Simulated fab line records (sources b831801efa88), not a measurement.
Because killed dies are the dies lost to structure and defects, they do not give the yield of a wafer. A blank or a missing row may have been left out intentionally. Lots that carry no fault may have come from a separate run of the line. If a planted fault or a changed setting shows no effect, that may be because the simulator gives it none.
Matching of chambers -- flow sky130 -- SKY_SPACER_ETCHBACK_02 on rie diel-04: 4 sister chambers
The step etches Si3N4 in CH3F/O2, stops on SiO2, time 46.7 s, target depth 45 nm. 8 wafers are shown with their chamber, then 8 later ones without.

EACH WAFER AND ITS CHAMBER
wafer,chamber,drypump motor current A (A),oes product au (a.u.)
L991.2,3,6.0,0.856
L992.2,2,4.9,0.862
L992.4,0,5.4,0.862
L992.6,2,4.9,0.862
L100.2,1,4.9,0.850
L100.5,0,5.4,0.844
L100.6,3,5.9,0.843
L105.1,1,5.0,0.858

WAFERS MISSING THEIR CHAMBER
wafer,drypump motor current A (A),oes product au (a.u.)
L105.3,4.9,0.851
L105.4,5.4,0.862
L106.3,5.4,0.852
L106.4,5.9,0.856
L106.5,4.9,0.862
L111.1,5.4,0.850
L111.3,6.0,0.846
L111.5,4.9,0.843

WHICH CHAMBER EACH WENT THROUGH
wafer,from the rows above,in truth
L105.3,can't be placed: 1 or 2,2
L105.4,0,0
L106.3,0,0
L106.4,3,3
L106.5,can't be placed: 2 or 1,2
L111.1,0,0
L111.3,3,3
L111.5,can't be placed: 1 or 2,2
5 of 8 placed correctly. Cannot be placed on the basis of these rows: 3; the candidates contain the true chamber in 3. 0 placed wrongly.
How it was worked out, from the rows above alone: a wafer's distance from a chamber is the root of the sum, over the readings, of the square of ((its reading less the chamber's mean) divided by the reading's scatter). If the next closest chamber is less than 2 further off than the closest, the wafer can't be placed; otherwise it belongs to the closest. A chamber's mean is the mean of its shown wafers. The scatter: take each reading less its chamber's mean, square it, sum over the shown wafers, divide by the number of wafers less the number of chambers, and take the root.
